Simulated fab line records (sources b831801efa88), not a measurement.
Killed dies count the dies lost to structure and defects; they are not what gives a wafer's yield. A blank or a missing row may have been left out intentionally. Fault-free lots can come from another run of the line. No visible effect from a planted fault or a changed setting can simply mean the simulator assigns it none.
2 desks looking at one fault :: flow gf180mcu :: every desk sees just its own numbers, and what lay behind them comes last

## FOR THE TOOL OWNER'S DESK: implanter-03
The tool's own readings at GF_VT_IMPLANT_IMPLANT_08, given as means over the sampled wafers that have a number, one for each lot that went through this tool. The brackets show how far a lot's mean lies from the usual mean; more than 4 standard deviations puts the lot out of limits, marked OUT.
Columns: A = doseIonsCm2 at GF_VT_IMPLANT_IMPLANT_08, usual 8.292e+12; B = faradayCurrentUA at GF_VT_IMPLANT_IMPLANT_08, usual 46.6
lot: L281
first seen here: day 6 06:17
A: 8.291e+12
B: 47.4

lot: L289
first seen here: day 8 09:48
A: 8.288e+12
B: 45.9

lot: L294
first seen here: day 9 14:34
A: 3.946e+12 (-99 or more) OUT
B: 22.0 (-28) OUT

lot: L295
first seen here: day 9 20:24
A: 3.956e+12 (-99 or more) OUT
B: 22.6 (-27) OUT

lot: L298
first seen here: day 10 11:31
A: 3.960e+12 (-99 or more) OUT
B: 22.2 (-28) OUT
This desk's finding: out of limits on L294, L295, L298; first on L294, day 9 14:34 (doseIonsCm2 at GF_VT_IMPLANT_IMPLANT_08). L281, L289 stayed within limits.

## AT THE METROLOGY DESK
Means of the sampled wafers that have a number, per lot and without regard to the tool the lot ran on: this is what the gauges read. The brackets show how far a lot's mean lies from the usual mean; more than 4 standard deviations puts the lot out of limits, marked OUT.
Columns: A = STI_CVD_23_THK at GF_STI_THK_MEAS_24, usual 663 nm; B = VT_IMPLANT_TW at GF_VT_IMPLANT_TW_MEAS_10, usual 560
lot: L279
first seen here: day 2 04:16
A: 667
B: 568

lot: L281
first seen here: day 2 17:22
A: 666
B: 553

lot: L282
first seen here: day 2 19:38
A: 655
B: 554

lot: L283
first seen here: day 3 00:35
A: 652
B: 554

lot: L285
first seen here: day 3 11:00
A: 658
B: 565

lot: L289
first seen here: day 4 07:30
A: 660
B: 554

lot: L292
first seen here: day 4 22:38
A: 660
B: 571

lot: L294
first seen here: day 5 11:46
A: 668
B: 439 (-17) OUT

lot: L295
first seen here: day 5 15:58
A: 677
B: 453 (-15) OUT

lot: L296
first seen here: day 5 20:11
A: 669
B: 553

lot: L298
first seen here: day 6 05:16
A: 666
B: 451 (-15) OUT

lot: L301
first seen here: day 6 21:45
A: 655
B: 551

lot: L302
first seen here: day 7 01:58
A: 666
B: 570
This desk's finding: out of limits on L294, L295, L298; first on L294, day 9 14:47 (VT_IMPLANT_TW at GF_VT_IMPLANT_TW_MEAS_10). L279, L281, L282, L283, L285, L289, L292, L296, L301, L302 stayed within limits.

## BROUGHT TOGETHER
On L294, L295, L298, at day 9 14:34, an alarm was possible from the tool owner's desk.
Metrology desk: alarm possible at day 9 14:47 on L294, L295, L298.
GF_VT_IMPLANT_IMPLANT_08 was run on implanter-03 by each of the lots named.

## WHAT WAS PUT IN BY THE SIMULATOR
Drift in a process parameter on implanter-03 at GF_VT_IMPLANT_IMPLANT_08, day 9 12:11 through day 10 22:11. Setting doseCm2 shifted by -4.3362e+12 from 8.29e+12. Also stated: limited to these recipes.
Lots struck among those shown: L294, L295, L298.
Delay (hours) between the fault's onset and each desk's first out-of-limits reading: 2 at the tool owner's desk, 3 at the metrology desk.
